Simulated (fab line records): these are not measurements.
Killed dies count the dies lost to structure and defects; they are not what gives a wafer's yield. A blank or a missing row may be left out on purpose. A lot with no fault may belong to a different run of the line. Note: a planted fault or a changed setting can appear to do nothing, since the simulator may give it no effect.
The tool behind it: which one? ; flow gf180mcu ; 6 lots, 18 wafers sampled, at 2 steps of a route of 602

== WHAT EACH GAUGE READ, for each wafer ==
GF_CONTACT_THK_MEAS_03.
lot;measured;on;CONTACT_CVD_02_THK (nm)
L715;day 15 19:59;film metro-01;849 849 855
L718;day 16 14:09;film metro-01;859 849 858
L720;day 17 09:02;film metro-04;856 875 862
L722;day 17 21:11;film metro-04;848 861 850
L730;day 20 23:36;film metro-03;847 838 844
L734;day 22 05:01;film metro-04;859 866 853

== WHICH TOOL RAN EACH LOT (tool, then ch and the chambers of the sampled wafers, then the start) ==
lot;GF_STI_WET_ETCH_17
L715;wet bench-04 ch 1, day 2 09:57
L718;wet bench-04 ch 3, day 2 22:41
L720;wet bench-01 ch 3, day 3 08:09
L722;wet bench-04 ch 0, day 3 18:29
L730;wet bench-04 ch 3, day 5 12:57
L734;wet bench-01 ch 1, day 6 08:36
- GF_STI_WET_ETCH_17: etches Si3N4 in H3PO4, target depth 45 nm, time 514 s.

== THE ANSWER, worked out from the rows above alone ==
Rule: the usual values come from the lots themselves. Put in order of their means at a reading, lots are off if they are a third of the lots or fewer, leave a main group of 4 or more, and stand apart from it by a gap of 3 or more times the standard deviation of the main group's means; of several such gaps the widest counts. The tables above print the reading to a certain number of digits; a main group whose means all agree to those digits is not used. A lot without any number at a reading at which 4 lots or more have one is off too. Any other lot the step has rows for is counted as sound.
No lot is off on any of the readings shown, so nothing can be concluded from this.

== WHAT THE SIMULATOR HAD PUT IN ==
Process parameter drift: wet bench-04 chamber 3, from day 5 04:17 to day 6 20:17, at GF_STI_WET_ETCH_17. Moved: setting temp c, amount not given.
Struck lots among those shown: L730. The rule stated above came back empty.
